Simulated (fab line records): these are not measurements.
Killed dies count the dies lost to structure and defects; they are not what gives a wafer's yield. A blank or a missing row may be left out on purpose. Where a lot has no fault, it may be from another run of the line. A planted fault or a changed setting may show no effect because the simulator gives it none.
Which of the tools did it? ; flow gf180mcu ; 14 lots with 42 wafers sampled at 6 steps, on a route of 602 steps

WHAT THE GAUGES READ, wafer by wafer
GF_HV_LDD_TW_MEAS_23. Usual: for HV_LDD_2_TW the level is 1054 and the standard deviation is 12.
lot;measured;on;HV_LDD_2_TW;flag
L175;day 10 20:55;filmMetro-04;1061 1061 1062;
L176;day 10 23:35;filmMetro-01;1058 1066 1064;
L177;day 11 12:04;filmMetro-04;1064 1061 1065;
L179;day 12 06:25;filmMetro-03;1050 1041 1045;
L180;day 12 12:46;filmMetro-04;1063 1062 1060;
L181;day 12 19:19;filmMetro-04;1061 1064 1061;
L182;day 13 00:28;filmMetro-03;1043 1035 1041;
L183;day 13 09:12;filmMetro-01;1063 1063 1064;
L184;day 13 12:58;filmMetro-03;1039 1035 1041;
L186;day 14 11:26;filmMetro-03;1040 1038 1038;
L190;day 15 11:15;filmMetro-03;1040 1039 1039;
L191;day 15 18:28;filmMetro-03;1044 1045 1041;
L193;day 16 14:22;filmMetro-04;1058 1056 1054;
L194;day 16 15:58;filmMetro-03;1036 1042 1039;

GF_HV_LDD_OVL_MEAS_32. Usual: for HV_LDD_02_OVL the level is 0.4 nm and the standard deviation is 1.2.
lot;measured;on;HV_LDD_02_OVL (nm);flag
L175;day 11 15:17;overlay-01;1.8 -0.9 0.1;
L176;day 11 18:14;overlay-02;0.7 -0.2 -0.2;
L177;day 12 06:26;overlay-02;-1.2 -0.7 0.3;
L179;day 13 02:01;overlay-01;1.3 1.2 1.1;
L180;day 13 08:02;overlay-01;0.8 0.5 1.9;
L181;day 13 15:32;overlay-02;0.6 -0.6 1.7;
L182;day 13 21:04;overlay-01;-1.1 1.4 -0.9;
L183;day 14 05:10;overlay-01;1.7 1.3 3.0;
L184;day 14 09:31;overlay-01;2.5 -0.3 1.2;
L186;day 15 08:26;overlay-02;1.5 0.3 -0.2;
L190;day 16 09:07;overlay-01;0.0 -0.6 1.4;
L191;day 16 16:37;overlay-02;0.8 2.6 -0.9;
L193;day 17 12:56;overlay-01;-1.1 0.0 -0.5;
L194;day 17 14:20;overlay-01;0.3 1.5 1.6;

GF_HV_LDD_THK_MEAS_55. Usual: for HV_LDD_CVD_54_THK the level is 9.95 nm and the standard deviation is 0.14.
lot;measured;on;HV_LDD_CVD_54_THK (nm);flag
L175;day 12 12:08;filmMetro-03;9.93 10.13 9.96;
L176;day 12 15:40;filmMetro-01;9.81 9.98 9.82;
L177;day 13 04:04;filmMetro-01;9.78 9.96 9.77;
L179;day 14 00:47;filmMetro-03;9.78 9.98 9.86;
L180;day 14 06:39;filmMetro-03;10.10 10.11 10.13;
L181;day 14 14:26;filmMetro-04;10.09 10.12 10.17;
L182;day 14 21:54;filmMetro-03;9.82 9.71 9.72;
L183;day 15 04:17;filmMetro-04;9.76 9.81 9.80;
L184;day 15 08:58;filmMetro-01;9.90 9.79 9.97;
L186;day 16 09:22;filmMetro-03;9.82 9.89 9.88;
L190;day 17 09:44;filmMetro-01;10.05 9.98 10.11;
L191;day 17 17:59;filmMetro-03;10.00 9.85 9.96;
L193;day 18 14:32;filmMetro-03;9.78 9.88 9.95;
L194;day 18 16:44;filmMetro-04;10.06 9.99 10.09;

GF_PSD_RS_MEAS_14: the measuring method here is four-point-probe. Usual: for NSD_RS the level is 46.12 ohm/sq and the standard deviation is 0.094.
lot;measured;on;NSD_RS (ohm/sq);flag
L175;day 14 07:13;filmMetro-03;46.20 46.23 46.12;
L176;day 14 10:15;filmMetro-04;46.34 46.34 46.33;
L177;day 14 23:25;filmMetro-02;46.23 46.12 46.19;
L179;day 15 20:46;filmMetro-03;45.98 46.10 46.07;
L180;day 16 04:04;filmMetro-03;46.09 46.14 46.11;
L181;day 16 11:32;filmMetro-03;46.11 46.02 46.02;
L182;day 16 19:15;filmMetro-02;46.21 45.98 46.11;
L183;day 17 01:50;filmMetro-02;46.04 46.08 46.11;
L184;day 17 07:09;filmMetro-03;46.03 46.05 46.09;
L186;day 18 09:22;filmMetro-03;45.93 46.06 46.04;
L190;day 19 13:55;filmMetro-03;46.09 45.97 46.07;
L191;day 19 19:58;filmMetro-03;48.98 49.08 49.06 49.11 49.09 49.00;OFF
L193;day 20 17:55;filmMetro-02;49.12 49.14 49.06 49.06 49.19 48.88;OFF
L194;day 20 20:03;filmMetro-02;46.21 46.14 46.08;

GF_PSD_RS_MEAS_15: the measuring method here is four-point-probe. Usual: for PSD_RS the level is 108.47 ohm/sq and the standard deviation is 0.29.
lot;measured;on;PSD_RS (ohm/sq);flag
L175;day 14 07:20;filmMetro-03;108.14 108.58 108.29;
L176;day 14 10:22;filmMetro-04;109.27 109.49 109.26;OFF
L177;day 14 23:32;filmMetro-02;108.35 108.16 108.43;
L179;day 15 20:53;filmMetro-03;108.13 108.13 108.21;
L180;day 16 04:11;filmMetro-03;108.61 108.40 108.55;
L181;day 16 11:39;filmMetro-03;108.64 108.38 108.22;
L182;day 16 19:22;filmMetro-02;108.39 108.31 108.35;
L183;day 17 01:57;filmMetro-02;108.32 108.60 108.46;
L184;day 17 07:16;filmMetro-03;108.09 108.19 107.99;
L186;day 18 09:29;filmMetro-03;108.17 108.19 108.03;
L190;day 19 14:02;filmMetro-03;108.55 108.36 108.07;
L191;day 19 23:05;filmMetro-03;123.47 124.02 123.82 123.64 124.06 123.83;OFF
L193;day 20 21:47;filmMetro-02;124.22 124.29 123.82 123.97 123.98 124.16;OFF
L194;day 20 20:10;filmMetro-02;108.69 108.51 108.24;

TOOL THAT RAN EACH LOT (tool first, then ch and the chambers of the sampled wafers, then the start)
lot;GF_PSD_RTA_13
L175;rtpAnneal-01 ch 0, day 14 07:03
L176;rtpAnneal-01 ch 0, day 14 10:07
L177;rtpAnneal-02 ch 0, day 14 23:19
L179;rtpAnneal-02 ch 0, day 15 20:40
L180;rtpAnneal-02 ch 0, day 16 03:59
L181;rtpAnneal-02 ch 0, day 16 11:26
L182;rtpAnneal-01 ch 0, day 16 19:10
L183;rtpAnneal-01 ch 0, day 17 01:45
L184;rtpAnneal-02 ch 0, day 17 07:04
L186;rtpAnneal-01 ch 0, day 18 09:16
L190;rtpAnneal-01 ch 0, day 19 13:50
L191;rtpAnneal-02 ch 0, day 19 19:53
L193;rtpAnneal-02 ch 0, day 20 17:50
L194;rtpAnneal-01 ch 0, day 20 19:58
- GF_PSD_RTA_13: time 20 s.

WHAT THE TOOLS THEMSELVES READ (means of the sampled wafers that have a number; where no wafer has one, the mark that the record gives instead)
GF_PSD_RTA_13. Usual: lampPowerPct 35.1 %, standard deviation 2.7; wafer_temp_C_max 1031.8, standard deviation 1.8.
lot;tool;lampPowerPct (%);wafer_temp_C_max;flag
L175;rtpAnneal-01;31.9;1031.1;
L176;rtpAnneal-01;31.9;1030.3;
L177;rtpAnneal-02;37.4;1034.0;
L179;rtpAnneal-02;37.4;1032.7;
L180;rtpAnneal-02;37.4;1032.9;
L181;rtpAnneal-02;37.4;1033.0;
L182;rtpAnneal-01;32.0;1031.1;
L183;rtpAnneal-01;31.9;1030.0;
L184;rtpAnneal-02;37.4;1034.4;
L186;rtpAnneal-01;31.9;1030.1;
L190;rtpAnneal-01;31.9;1030.4;
L191;rtpAnneal-02;35.2;1009.6;OFF
L193;rtpAnneal-02;35.1;1009.9;OFF
L194;rtpAnneal-01;31.9;1029.5;

THE ANSWER, worked out from the rows above alone
Rule: take the mean of a lot's wafers that have a number; if it is more than 3 standard deviations from the usual mean, the lot is off. Also off: a lot with no number at a reading for which 4 or more lots have one. Any other lot the step has rows for is counted as sound. After the gauges, taken in route order, come the tools' own readings; for these a lot's mean is taken, as printed above. The first step at which some lot is off is used, and at that step the reading that is off furthest; a lot without a number counts as furthest.
Off: L191, L193, at GF_PSD_RS_MEAS_14 (NSD_RS).
If a tool, at a process step before that reading, ran all the lots that are off and no sound lot after the first of them, it fits. The gauges at GF_PSD_RS_MEAS_14 aren't tried: what is off there is off at GF_PSD_RTA_13 too, on other tools, and a gauge's error can't cause that. One fits: GF_PSD_RTA_13 on rtpAnneal-02. A fault onset in the window from L184 (day 17 07:04, its last sound lot) to L191 (day 19 19:53, its first lot off) fits.
On the lots that are off, the tool's own readings at GF_PSD_RTA_13 differ by more than 5 times the standard deviation of the sound lots' means, which bears it out; wafer_temp_C_max reads 1009.8 there versus 1031.6 on the sound lots.

WHAT THE SIMULATOR PUT IN
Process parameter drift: rtpAnneal-02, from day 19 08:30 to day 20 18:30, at GF_PSD_RTA_13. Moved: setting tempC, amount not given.
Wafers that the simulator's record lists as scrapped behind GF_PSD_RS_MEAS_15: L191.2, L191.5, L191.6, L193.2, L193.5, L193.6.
Struck lots among those shown: L191, L193. The rule given above showed the same thing.
